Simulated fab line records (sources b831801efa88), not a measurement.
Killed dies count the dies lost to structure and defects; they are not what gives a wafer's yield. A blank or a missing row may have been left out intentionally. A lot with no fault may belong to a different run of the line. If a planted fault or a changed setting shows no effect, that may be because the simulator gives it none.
Which tool did it?    flow gf180mcu    18 wafers from 6 lots sampled at 2 of the route's 602 steps

WHAT THE GAUGES SHOWED, per wafer
GF_MVSD_OVL_MEAS_07.
lot   measured     on          MVSD_OVL (nm)
L983  day 5 03:47  overlay-01  -2.0 1.1 1.8
L986  day 6 02:35  overlay-01  0.3 0.8 0.0
L989  day 6 22:47  overlay-01  -1.4 -0.6 -1.4
L991  day 7 03:56  overlay-02  0.1 0.1 -2.7
L993  day 7 14:25  overlay-02  -1.0 -1.3 0.1
L998  day 8 19:55  overlay-02  - - -

TOOL THAT RAN EACH LOT (tool first, then ch and the chambers of the sampled wafers, then the start)
lot   GF_MVSD_EXPOSE_04
L983  ilineStepper-01 ch 0, day 4 20:47
L986  ilineStepper-01 ch 0, day 5 19:06
L989  ilineStepper-02 ch 0, day 6 14:55
L991  ilineStepper-02 ch 0, day 6 20:21
L993  ilineStepper-01 ch 0, day 7 06:47
L998  ilineStepper-01 ch 0, day 8 11:43
- GF_MVSD_EXPOSE_04: exposes mask MVSD, target cd 1000 nm.

THE ANSWER, worked out from the rows above alone
Rule: the usual values come from the lots themselves. The widest of any qualifying gaps counts: lots, ordered by their means at a reading, are off when they make up no more than a third of the lots, leave a main group of 4 or more, and stand apart from it by 3 or more times the standard deviation of that group's means. A main group is skipped when, at the precision printed for the reading in the tables above, its means are all equal. A lot without any number at a reading at which 4 lots or more have one is off too. Any other lot the step has rows for is counted as sound.
Off: at GF_MVSD_OVL_MEAS_07 (MVSD_OVL), L998. Without a number there: L998. For the main group the mean is -0.4 nm and the standard deviation 0.62.
If a tool, at a process step before that reading, ran all the lots that are off and no sound lot after the first of them, it fits. Gauges at GF_MVSD_OVL_MEAS_07: tried the same way as those tools. This does not decide it: 2 tools fit, namely ilineStepper-01 at GF_MVSD_EXPOSE_04 and overlay-02 at GF_MVSD_OVL_MEAS_07.

WHAT THE SIMULATOR HAD PUT IN
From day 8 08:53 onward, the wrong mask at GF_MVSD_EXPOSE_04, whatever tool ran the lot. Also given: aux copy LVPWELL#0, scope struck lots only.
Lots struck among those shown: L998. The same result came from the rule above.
